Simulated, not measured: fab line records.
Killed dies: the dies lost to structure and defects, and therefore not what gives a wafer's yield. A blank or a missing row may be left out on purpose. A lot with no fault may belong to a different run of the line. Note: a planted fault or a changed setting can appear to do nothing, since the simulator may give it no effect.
fab line records -- flow sky130
record lots=6, wafers=18, last_day=50
route steps=708 shown METAL3@561 VIA3@573 PAD_OPEN@708
lots that met no fault: taken from a fault-free run of the same line
start_h: the number of hours between the record's first day and the start of the first shown wafer of the lot -- wait_h: hours since the lot's step before -- " unchanged from the row above -- L1.1+2: one row covering several wafers at once -- - no value present, or no start provided -- * or withheld: withheld -- < > ~ a bound
route shown NAME@n: names a module that has steps shown in the file, with the first one's number in the route -- usual: mean and standard deviation over wafers with no fault -- same: alike in all rows -- chamber/n: place in a boat -- sites: each site's reading -- _std_site: standard deviation across them -- _edge_site: mean of outer sites minus mean of inner sites -- radius_mm: for every site, how far away it sits from the centre of the wafer -- mask NAME#n: copy n -- behind: the most recent tool/chamber to have shaped the wafer -- hold: the reason the lot was held/the length of the hold in hours/how it ended -- device: which transistor (n, p or np) failed to switch -- end of line: the same wafers' tests at the end of the route -- where a step has no rows: the recipe by itself -- killed: not the wafer's yield, but the dies lost to structure and defects at the first sort -- map: dies across one wafer; x = killed, . = not, _ = none there
set.NAME: the setting as run; set.NAME@STEP: as run at that earlier step -- model.NAME: the simulator's own value behind a step, which no gauge read
a table for each step, a row for each wafer; lots at some steps of the route
services: the hour from which a tool's chamber was out of use, counted from the record's first day as start_h (under 0 if before that day), plus the number of hours and why
## steps
# step SKY_METAL3_PEB_11
# recipe peb_temp_c=withheld, peb_time_s=withheld, resist=KrF-thick
# step SKY_METAL3_DEVELOP_12
# recipe develop_time_s=60, resist=KrF-thick, dev_temp_c=21
# step SKY_METAL3_CD_MEAS_13
# recipe target_cd_nm=300
# usual cd_nm=300.0/1.1
lot.wafer,tool,chamber,start_h,wait_h,cd_nm
L472.3,cd_sem-01,-,938.36,-,298.5
L472.5,cd_sem-01,-,938.36,-,299.1
L472.6,cd_sem-01,-,938.36,-,298.9
L471.2,cd_sem-01,-,941.76,-,299.6
L471.4,cd_sem-01,-,941.76,-,300.6
L471.6,cd_sem-01,-,941.76,-,299.2
L473.1,cd_sem-01,-,942.41,-,298.9
L473.2,cd_sem-01,-,942.41,-,300.2
L473.5,cd_sem-01,-,942.41,-,299.0
L481.2,cd_sem-01,-,997.79,-,299.0
L481.3,cd_sem-01,-,997.79,-,298.6
L481.5,cd_sem-01,-,997.79,-,299.6
L482.1,cd_sem-01,-,1007.67,-,300.4
L482.4,cd_sem-01,-,1007.67,-,300.7
L482.6,cd_sem-01,-,1007.67,-,301.1
L489.2,cd_sem-02,-,1046.54,-,299.6
L489.4,cd_sem-02,-,1046.54,-,300.9
L489.6,cd_sem-02,-,1046.54,-,299.4
# step SKY_METAL3_OVL_MEAS_14
# usual METAL3_OVL=-7/5.4
lot.wafer,tool,chamber,start_h,wait_h,METAL3_OVL[nm]
L472.3,overlay-02,-,938.45,0.1,-12
L472.5,overlay-02,-,938.45,0.1,-14
L472.6,overlay-02,-,938.45,0.1,-15
L471.2,overlay-01,-,941.87,0.1,-5
L471.4,overlay-01,-,941.87,0.1,-13
L471.6,overlay-01,-,941.87,0.1,-9
L473.1,overlay-01,-,942.53,0.1,0
L473.2,overlay-01,-,942.53,0.1,-13
L473.5,overlay-01,-,942.53,0.1,-3
L481.2,overlay-01,-,997.89,0.1,-4
L481.3,overlay-01,-,997.89,0.1,-2
L481.5,overlay-01,-,997.89,0.1,5
L482.1,overlay-02,-,1007.79,0.1,-6
L482.4,overlay-02,-,1007.79,0.1,-8
L482.6,overlay-02,-,1007.79,0.1,-4
L489.2,overlay-01,-,1046.64,0.1,-12
L489.4,overlay-01,-,1046.64,0.1,-15
L489.6,overlay-01,-,1046.64,0.1,-11
# step SKY_METAL3_DESCUM_15
# recipe chemistry=O2, source_power_w=150, bias_power_w=0, pressure_mtorr=10, temp_c=40, time_s=8
# usual drypump_motor_current_A=5.43/0.3, oes_product_au=1.005/0.011
lot.wafer,tool,chamber,start_h,wait_h,drypump_motor_current_A,oes_product_au,rf_hours_counter_h
L472.3,rie_metal-01,0,938.49,0.0,5.43,1.010,-
L472.5,rie_metal-01,1,938.49,0.0,5.62,1.005,-
L472.6,rie_metal-01,0,938.49,0.0,5.41,1.004,-
L471.2,rie_metal-01,0,941.90,0.0,5.44,1.006,17
L471.4,rie_metal-01,0,941.90,0.0,5.39,1.009,-
L471.6,rie_metal-01,1,941.90,0.0,5.61,1.011,-
L473.1,rie_metal-03,0,942.56,0.0,5.31,1.010,6
L473.2,rie_metal-03,1,942.56,0.0,5.91,1.000,16
L473.5,rie_metal-03,1,942.56,0.0,5.91,0.983,-
L481.2,rie_metal-01,0,997.92,0.0,5.44,1.009,19
L481.3,rie_metal-01,0,997.92,0.0,5.43,1.024,-
L481.5,rie_metal-01,1,997.92,0.0,5.63,1.011,-
L482.1,rie_metal-01,0,1007.82,0.0,5.43,0.997,20
L482.4,rie_metal-01,0,1007.82,0.0,5.45,1.004,-
L482.6,rie_metal-01,1,1007.82,0.0,5.62,1.015,-
L489.2,rie_metal-02,1,1046.67,0.0,4.83,1.000,21
L489.4,rie_metal-02,0,1046.67,0.0,5.22,0.983,-
L489.6,rie_metal-02,1,1046.67,0.0,4.80,1.006,-
# step SKY_METAL3_ETCH_16
# recipe chemistry=N2/H2, target=BARC, ion_energy_ev=200, bias_w=100, pressure_mtorr=30, n2_flow_sccm=100, h2_flow_sccm=200, icp_w=500, stop_on=SiO2, time_s=88.2, target_depth_a=600
# usual drypump_motor_current_A=5.44/0.3, oes_product_au=0.626/0.0047, throttle_valve_pct=13.204/0.0081
lot.wafer,tool,chamber,start_h,wait_h,drypump_motor_current_A,oes_product_au,rf_hours_counter_h,throttle_valve_pct
L472.3,rie_metal-01,0,938.54,0.0,5.44,0.628,-,13.202
L472.5,rie_metal-01,1,938.54,0.0,5.64,0.624,-,13.208
L472.6,rie_metal-01,0,938.54,0.0,5.46,0.627,-,13.201
L471.2,rie_metal-01,0,941.93,0.0,5.41,0.620,17,13.195
L471.4,rie_metal-01,0,941.93,0.0,5.44,0.616,-,13.220
L471.6,rie_metal-01,1,941.93,0.0,5.64,0.631,-,13.197
L473.1,rie_metal-03,0,942.59,0.0,5.29,0.633,6,13.187
L473.2,rie_metal-03,1,942.59,0.0,5.91,0.617,16,13.204
L473.5,rie_metal-03,1,942.59,0.0,5.92,0.625,-,13.195
L481.2,rie_metal-01,0,997.95,0.0,5.43,0.632,19,13.219
L481.3,rie_metal-01,0,997.95,0.0,5.47,0.629,-,13.212
L481.5,rie_metal-01,1,997.95,0.0,5.64,0.629,-,13.211
L482.1,rie_metal-01,0,1007.85,0.0,5.43,0.623,20,13.189
L482.4,rie_metal-01,0,1007.85,0.0,5.44,0.619,-,13.205
L482.6,rie_metal-01,1,1007.85,0.0,5.63,0.630,-,13.223
L489.2,rie_metal-02,1,1046.70,0.0,4.82,0.630,21,13.204
L489.4,rie_metal-02,0,1046.70,0.0,5.24,0.630,-,13.191
L489.6,rie_metal-02,1,1046.70,0.0,4.82,0.629,-,13.217
# step SKY_METAL3_ETCH_17
# recipe target=SiO2, stop_on=TiN, chemistry=C4F8/O2/Ar, source_w=1500, bias_w=1200, pressure_mtorr=40, c4f8_flow_sccm=withheld, O2_flow_sccm=6, Ar_flow_sccm=300, time_s=3.9, target_depth_a=150
# usual oes_product_au=0.753/0.0077
lot.wafer,tool,chamber,start_h,wait_h,oes_product_au
L472.3,rie_diel-01,0,938.61,0.0,0.752
L472.5,rie_diel-01,0,938.61,0.0,0.769
L472.6,rie_diel-01,3,938.61,0.0,0.766
L471.2,rie_diel-01,3,942.03,0.1,0.755
L471.4,rie_diel-01,1,942.03,0.1,0.738
L471.6,rie_diel-01,1,942.03,0.1,0.756
L473.1,rie_diel-02,1,942.69,0.1,0.740
L473.2,rie_diel-02,3,942.69,0.1,0.740
L473.5,rie_diel-02,3,942.69,0.1,0.763
L481.2,rie_diel-01,0,998.05,0.1,0.747
L481.3,rie_diel-01,1,998.05,0.1,0.740
L481.5,rie_diel-01,2,998.05,0.1,0.754
L482.1,rie_diel-03,3,1007.95,0.1,0.745
L482.4,rie_diel-03,0,1007.95,0.1,0.758
L482.6,rie_diel-03,3,1007.95,0.1,0.752
L489.2,rie_diel-01,2,1046.80,0.1,0.753
L489.4,rie_diel-01,0,1046.80,0.1,0.761
L489.6,rie_diel-01,0,1046.80,0.1,0.764
# step SKY_METAL3_METAL_ETCH_18
# recipe target_depth_a=8450, stop_on=SiO2, over_etch_frac=0.3, time_s=183.1, chemistry=Cl2/BCl3, resist_sidewall_deg=88, pressure_mtorr=10, icp_w=900, bias_w=48.5, Cl2_flow_sccm=60, bcl3_flow_sccm=30
# usual drypump_motor_current_A=5.3/0.37, oes_product_au=0.867/0.0061, throttle_valve_pct=22.265/0.0086
lot.wafer,tool,chamber,start_h,wait_h,drypump_motor_current_A,oes_product_au,rf_hours_counter_h,throttle_valve_pct
L472.3,rie_metal-02,1,938.69,0.1,4.8,0.866,-,22.264
L472.5,rie_metal-02,0,938.69,0.1,5.2,0.868,-,22.264
L472.6,rie_metal-02,1,938.69,0.1,4.8,0.868,-,22.268
L471.2,rie_metal-02,1,942.05,0.0,4.8,0.871,14,22.261
L471.4,rie_metal-02,1,942.05,0.0,4.8,0.862,-,22.275
L471.6,rie_metal-02,0,942.05,0.0,5.2,0.868,-,22.255
L473.1,rie_metal-01,1,942.71,0.0,5.6,0.872,10,22.248
L473.2,rie_metal-01,0,942.71,0.0,5.4,0.868,17,22.269
L473.5,rie_metal-01,1,942.71,0.0,5.6,0.876,-,22.268
L481.2,rie_metal-02,0,998.07,0.0,5.2,0.859,7,22.268
L481.3,rie_metal-02,0,998.07,0.0,5.2,0.876,-,22.267
L481.5,rie_metal-02,1,998.07,0.0,4.8,0.859,-,22.267
L482.1,rie_metal-03,0,1007.97,0.0,5.3,0.861,9,22.249
L482.4,rie_metal-03,0,1007.97,0.0,5.3,0.874,-,22.259
L482.6,rie_metal-03,1,1007.97,0.0,5.9,0.855,-,22.258
L489.2,rie_metal-01,1,1046.88,0.1,5.6,0.867,-,22.270
L489.4,rie_metal-01,1,1046.88,0.1,5.6,0.856,-,22.264
L489.6,rie_metal-01,1,1046.88,0.1,5.6,0.869,-,22.255
# step SKY_METAL3_STRIP_19
# recipe chemistry=O2/N2, power_w=1400, pressure_mtorr=1500, platen_temp_c=withheld, o2_flow_sccm=3000, n2_flow_sccm=300, overash_fraction=0.5
# usual drypump_motor_current_A=5.6/0.49, oes_product_au=0.496/0.0058, strip_time_to_endpoint_s=6.38/0.093
lot.wafer,tool,chamber,start_h,wait_h,drypump_motor_current_A,oes_product_au,rf_hours_counter_h,strip_time_to_endpoint_s
L472.3,plasma_asher-02,0,938.84,0.1,4.9,0.500,-,6.44
L472.5,plasma_asher-02,1,938.84,0.1,5.6,0.503,-,6.55
L472.6,plasma_asher-02,0,938.84,0.1,5.0,0.498,-,6.43
L471.2,plasma_asher-01,1,942.23,0.1,5.3,0.495,20,6.37
L471.4,plasma_asher-01,1,942.23,0.1,5.4,0.498,-,6.32
L471.6,plasma_asher-01,0,942.23,0.1,6.3,0.500,-,6.48
L473.1,plasma_asher-02,0,942.89,0.1,5.0,0.492,116,6.24
L473.2,plasma_asher-02,1,942.89,0.1,5.6,0.484,116,6.30
L473.5,plasma_asher-02,1,942.89,0.1,5.6,0.497,-,6.33
L481.2,plasma_asher-01,0,998.25,0.1,6.3,0.504,26,6.59
L481.3,plasma_asher-01,0,998.25,0.1,6.3,0.500,-,6.47
L481.5,plasma_asher-01,1,998.25,0.1,5.3,0.494,-,6.42
L482.1,plasma_asher-02,1,1008.15,0.1,5.6,0.487,121,6.25
L482.4,plasma_asher-02,0,1008.15,0.1,5.0,0.490,-,6.27
L482.6,plasma_asher-02,0,1008.15,0.1,5.0,0.499,-,6.38
L489.2,plasma_asher-03,0,1047.18,0.2,6.1,0.487,93,6.27
L489.4,plasma_asher-03,1,1047.18,0.2,6.2,0.488,-,6.27
L489.6,plasma_asher-03,1,1047.18,0.2,6.2,0.490,-,6.22
# step SKY_METAL3_STRIP_20
# recipe chemistry=post_etch_residue_remover, time_s=1200, temp_c=72.5
# step SKY_METAL3_CLEAN_21
# recipe chemistry=IPA, time_s=180, temp_c=25
# step SKY_METAL3_CLEAN_22
# recipe chemistry=O3/DIW, dry=n2_spin
# step SKY_VIA3_HDPCVD_00
# recipe material=SiO2, target_thk_nm=1635, sigma_open_frac=0.3, time_s=268.6, temp_c=400, sih4_flow_sccm=60, pressure_mtorr=6
# usual sih4_flow_sccm=60.01/0.17
lot.wafer,tool,chamber,start_h,wait_h,sih4_flow_sccm,model.SiO2_of_VIA3_HDPCVD_00.thk_nm
L472.3,hdpcvd-02,0,939.59,0.0,60.34,1633
L472.5,hdpcvd-02,2,939.59,0.0,60.25,1598
L472.6,hdpcvd-02,0,939.59,0.0,60.30,1639
L471.2,hdpcvd-01,2,942.83,0.0,59.89,1592
L471.4,hdpcvd-01,1,942.83,0.0,59.95,1611
L471.6,hdpcvd-01,0,942.83,0.0,60.06,1627
L473.1,hdpcvd-02,2,943.97,0.0,60.14,1607
L473.2,hdpcvd-02,0,943.97,0.0,59.72,1620
L473.5,hdpcvd-02,0,943.97,0.0,59.91,1613
L481.2,hdpcvd-01,1,998.88,0.0,47.83,1302
L481.3,hdpcvd-01,0,998.88,0.0,60.12,1639
L481.5,hdpcvd-01,0,998.88,0.0,59.92,1632
L482.1,hdpcvd-01,2,1008.74,0.0,59.92,1601
L482.4,hdpcvd-01,2,1008.74,0.0,60.06,1590
L482.6,hdpcvd-01,1,1008.74,0.0,47.82,1263
L489.2,hdpcvd-02,0,1047.77,0.0,59.99,1626
L489.4,hdpcvd-02,1,1047.77,0.0,60.08,1635
L489.6,hdpcvd-02,0,1047.77,0.0,60.11,1623
# step SKY_VIA3_THK_MEAS_01
# recipe reads=SiO2_of_VIA3_HDPCVD_00
# usual VIA3_HDPCVD_THK=1616/18
lot.wafer,tool,chamber,start_h,wait_h,VIA3_HDPCVD_THK[nm]
L472.3,film_metro-02,-,939.78,0.1,1633
L472.5,film_metro-02,-,939.78,0.1,1598
L472.6,film_metro-02,-,939.78,0.1,1639
L471.2,film_metro-02,-,943.01,0.1,1592
L471.4,film_metro-02,-,943.01,0.1,1612
L471.6,film_metro-02,-,943.01,0.1,1627
L473.1,film_metro-03,-,944.14,0.1,1607
L473.2,film_metro-03,-,944.14,0.1,1620
L473.5,film_metro-03,-,944.14,0.1,1613
L481.2,film_metro-02,-,999.06,0.1,1302
L481.3,film_metro-02,-,999.06,0.1,1640
L481.5,film_metro-02,-,999.06,0.1,1633
L482.1,film_metro-01,-,1008.91,0.1,1601
L482.4,film_metro-01,-,1008.91,0.1,1591
L482.6,film_metro-01,-,1008.91,0.1,1264
L489.2,film_metro-02,-,1047.95,0.1,1627
L489.4,film_metro-02,-,1047.95,0.1,1635
L489.6,film_metro-02,-,1047.95,0.1,1623
# step SKY_VIA3_CMP_02
# recipe material=SiO2, down_force_psi=4, platen_rpm=60, pad_velocity_m_s=0.94248
# step SKY_PAD_OPEN_PROBE_99
# usual defect_limited_yield=82.5/1.9, killed_at_M0_to_M3=43/7.2, killed_at_M4_up=3.3/2, killed_at_contacts=25/5.8, killed_at_front_end=15/4.5, killed_at_other=0.3/0.62, killed_dies=86/9.4, killed_open=47/7.1, killed_short=39/6, sort_bin_3_pad_short=0.9/0.4, sort_bin_5_function=10.4/1.4, sort_bin_6_memory=6.2/1.1, sort_bin_8_speed=0.7/1.4, sort_n_pass=402/11, sort_yield_pct=81.7/2.2
# same gross_dies=492, killed_at_back_side=0, sort_bin_4_leakage[%]=0
lot.wafer,tool,chamber,start_h,wait_h,defect_limited_yield[%],killed_at_M0_to_M3,killed_at_M4_up,killed_at_contacts,killed_at_front_end,killed_at_other,killed_dies,killed_open,killed_short,sort_bin_3_pad_short[%],sort_bin_5_function[%],sort_bin_6_memory[%],sort_bin_8_speed[%],sort_n_pass,sort_yield_pct[%]
L472.3,prober-01,-,1107.24,0.2,80.9,43,3,28,20,0,94,51,43,0.4,11.0,7.7,0.4,396,80.5
L472.5,prober-01,-,1107.34,0.2,85.4,33,3,17,19,0,72,41,31,0.6,8.7,5.3,0.2,419,85.2
L472.6,prober-01,-,1107.39,0.2,82.1,27,2,39,20,0,88,46,42,1.4,11.0,5.5,0.2,403,81.9
# killed by level:class
L472.3 VIA1:geometric_particle:open=14 CONTACT:geometric_particle:open=12 FIELD_ISO:geometric_particle:short=6 VIA2:geometric_particle:open=6 POLY_GATE:geometric_particle:open=6 LI_CONTACT:geometric_particle:open=5 METAL1:geometric_particle:short=5 METAL3:geometric_particle:short=5
L472.5 CONTACT:geometric_particle:open=8 VIA3:geometric_particle:short=7 FIELD_ISO:geometric_particle:open=6 VIA2:geometric_particle:open=5 VIA1:geometric_particle:open=5 POLY_GATE:geometric_particle:short=4 LI_CONTACT:geometric_particle:open=4 METAL1:geometric_particle:short=4
L472.6 LI_CONTACT:geometric_particle:open=13 VIA1:geometric_particle:open=10 CONTACT:geometric_particle:open=10 POLY_GATE:geometric_particle:short=7 POLY_GATE:geometric_particle:open=6 LI_CONTACT:geometric_particle:short=6 CONTACT:geometric_particle:short=6 LOCAL_INTERCONNECT:geometric_particle:short=4
## services
tool,chamber,start_h,hours,kind
rie_diel-02,-,917.39,0.9,repair
rie_metal-03,0,921.33,12.8,repair
rie_metal-02,1,921.34,1.1,repair
rie_diel-01,2,932.80,2.6,repair
rie_diel-03,2,939.01,9.2,repair
hdpcvd-02,-,950.33,15.0,pm
hdpcvd-02,0,950.33,15.0,vent_cycle
hdpcvd-02,1,950.33,15.0,vent_cycle
hdpcvd-02,2,950.33,15.0,vent_cycle
rie_metal-03,0,955.49,9.2,repair
rie_diel-01,2,976.88,6.3,repair
rie_diel-03,-,979.98,15.6,pm
plasma_asher-03,-,988.37,4.0,repair
plasma_asher-02,-,989.32,14.6,pm
plasma_asher-01,-,991.52,1.2,repair
rie_metal-02,0,1008.87,22.0,repair
rie_diel-01,-,1010.50,2.8,pm
rie_diel-02,2,1013.45,5.2,repair
rie_diel-02,0,1014.00,1.7,repair
rie_diel-03,2,1017.03,4.3,repair
rie_metal-01,0,1039.05,-,clean
rie_metal-01,0,1039.05,16.4,scheduled_down
rie_metal-01,0,1039.05,16.4,vent_cycle
rie_diel-02,3,1040.57,45.5,repair
## key
first_sign step=SKY_VIA3_HDPCVD_00, reading=sih4_flow_sccm, direction=down, sigmas=73, usual=60.01, struck=47.82
effect step=SKY_VIA3_THK_MEAS_01, reading=VIA3_HDPCVD_THK, direction=down, sigmas=19, usual=1616, struck=1283
model_effect step=SKY_VIA3_HDPCVD_00, value=SiO2_of_VIA3_HDPCVD_00.thk_nm, without=1605, struck=1282
met_at SKY_VIA3_HDPCVD_00
struck_wafers L481.2,L482.6
onset_between 942.83 998.88
fault kind=process_parameter_drift, tool=hdpcvd-01, chamber=1, onset_h=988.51, steps=SKY_VIA3_HDPCVD_00, channel=sih4_flow_sccm, offset=-12, shape=step, end_h=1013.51, acts_in=these_recipes_only, stated=60
